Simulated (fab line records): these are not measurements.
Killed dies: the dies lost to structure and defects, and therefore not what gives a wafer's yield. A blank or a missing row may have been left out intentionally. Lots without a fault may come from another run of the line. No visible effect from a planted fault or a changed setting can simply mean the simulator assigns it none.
Struck lot and sound lot, side by side || flow gf180mcu || 14 steps out of a route of 602
Sound: wafers L766.4, L766.5, L766.6. Wafers struck: L773.3, L773.4, L773.6. The cause is given at the end.
Order at every step that has rows: each side's tool, ch and its chambers, its first start. Under that, the readings that differ: sound wafers || struck wafers || difference of the means || sigmas: that difference in standard deviations of wafers without a fault.
alike: readings whose means differ by less than 2 such deviations, and words and numbers that are the same on both sides. not compared: withheld readings, readings that some wafer has no value for, bounds like >300 that may hide the same value, and numbers for which the record gives no deviation and whose values overlap.
The two part at a step that has a row with sigmas, a row that says differs or no value, or rows on one side only. Numbers that have no deviation but don't overlap get no sigmas and don't part them. Lack of a reading on every wafer of one side parts them only where that side has two or more wafers.

GF_HV_LDD_CD_MEAS_46 targets a cd of 400 nm.
  sound on cd sem-02, day 14 09:04; struck on cd sem-01, day 16 18:03
{"reading": "cd nm (nm)", "sound": "401.7 402.1 402.1", "struck": "397.1 395.5 396.8", "difference": -5.5, "sigmas": -2}
GF_HV_LDD_OVL_MEAS_47:
  sound on overlay-02, day 14 09:08; struck on overlay-02, day 16 18:08
  alike: HV_LDD_03_OVL
next, for these wafers, 1 step has no rows: GF_HV_LDD_IMPLANT_48.
GF_HV_LDD_STRIP_49: strips in O2/N2.
  sound on plasma asher-02 ch 0,1, day 14 09:21; struck on plasma asher-01 ch 0,1, day 16 18:21
  alike: drypump motor current A, heater power w, oes product au, strip time to endpoint s
  not compared: rf hours counter h
GF_HV_LDD_TW_MEAS_50:
  sound on film metro-02, day 14 09:26; struck on film metro-02, day 16 18:26
  alike: HV_LDD_4_TW
then, 1 step without rows for these wafers: GF_HV_LDD_CLEAN_51 (cleans in SC1/SC2, time 150 s).
GF_HV_LDD_RTA_52: time 10 s.
  sound on rtp anneal-01 ch 0, day 14 09:34; struck on rtp anneal-01 ch 0, day 16 18:32
{"reading": "wafer_temp_C_max", "sound": "1006.5 1008.0 1004.6", "struck": "1009.4 1011.4 1008.7", "difference": "+3.5", "sigmas": "+2"}
  alike: chamber o2 ppm, lamp power pct
GF_HV_LDD_RS_MEAS_53: measurement is done with a four-point probe.
  sound on film metro-04, day 14 09:39; struck on film metro-02, day 16 18:38
  alike: HV_LDD_RS
then, 1 step without rows for these wafers: GF_HV_LDD_CVD_54 (deposits SiO2 from TEOS, target thk 10 nm, time 75 s).
GF_HV_LDD_THK_MEAS_55:
  sound on film metro-04, day 14 10:46; struck on film metro-04, day 16 19:45
  alike: HV_LDD_CVD_54_THK
then, 1 step without rows for these wafers: GF_HV_LDD_CVD_56 (deposits Si3N4 from DCS/NH3, target thk 90 nm, time 1543 s).
GF_HV_LDD_THK_MEAS_57:
  sound on film metro-02, day 14 13:04; struck on film metro-01, day 16 21:57
  alike: HV_LDD_CVD_56_THK
GF_HV_LDD_ETCHBACK_58: etches Si3N4 in CH3F/O2, stops on SiO2, time 100 s, target depth 90 nm.
  sound on rie diel-02 ch 0,1,2, day 14 13:08; struck on rie diel-01 ch 0,1,2, day 16 21:59
  no value came back on the struck wafers for any of 5 readings (O2_flow_sccm (sccm), bias w (W) and others); on the sound wafers O2_flow_sccm (sccm) reads 30.01 30.12 30.05
{"reading": "model.Si3N4_of_HV_LDD_CVD_56.thk nm (nm)", "sound": "0 0 0", "struck": "88.94 88.54 88.87", "difference": "+88.78", "sigmas": ""}
{"reading": "model.SiO2_of_HV_LDD_CVD_54.thk nm (nm)", "sound": "7.66 7.546 7.642", "struck": "10.11 10.01 10.07", "difference": "+2.45", "sigmas": ""}
  not compared: rf hours counter h
-- here the record skips 16 days between the struck wafers' starts before and after, leaving off in module HV_LDD and picking up in module PASSIVATION (first step shown: number 602 of the route) --
GF_PASSIVATION_PROBE_99:
  rows exist in the record for the struck wafers here (prober-02, day 32 18:59), but not for the sound ones

WHERE THEY PART
Last at GF_PASSIVATION_PROBE_99 as far as this record goes, first at GF_HV_LDD_CD_MEAS_46.

WHY: whatever the simulator had introduced
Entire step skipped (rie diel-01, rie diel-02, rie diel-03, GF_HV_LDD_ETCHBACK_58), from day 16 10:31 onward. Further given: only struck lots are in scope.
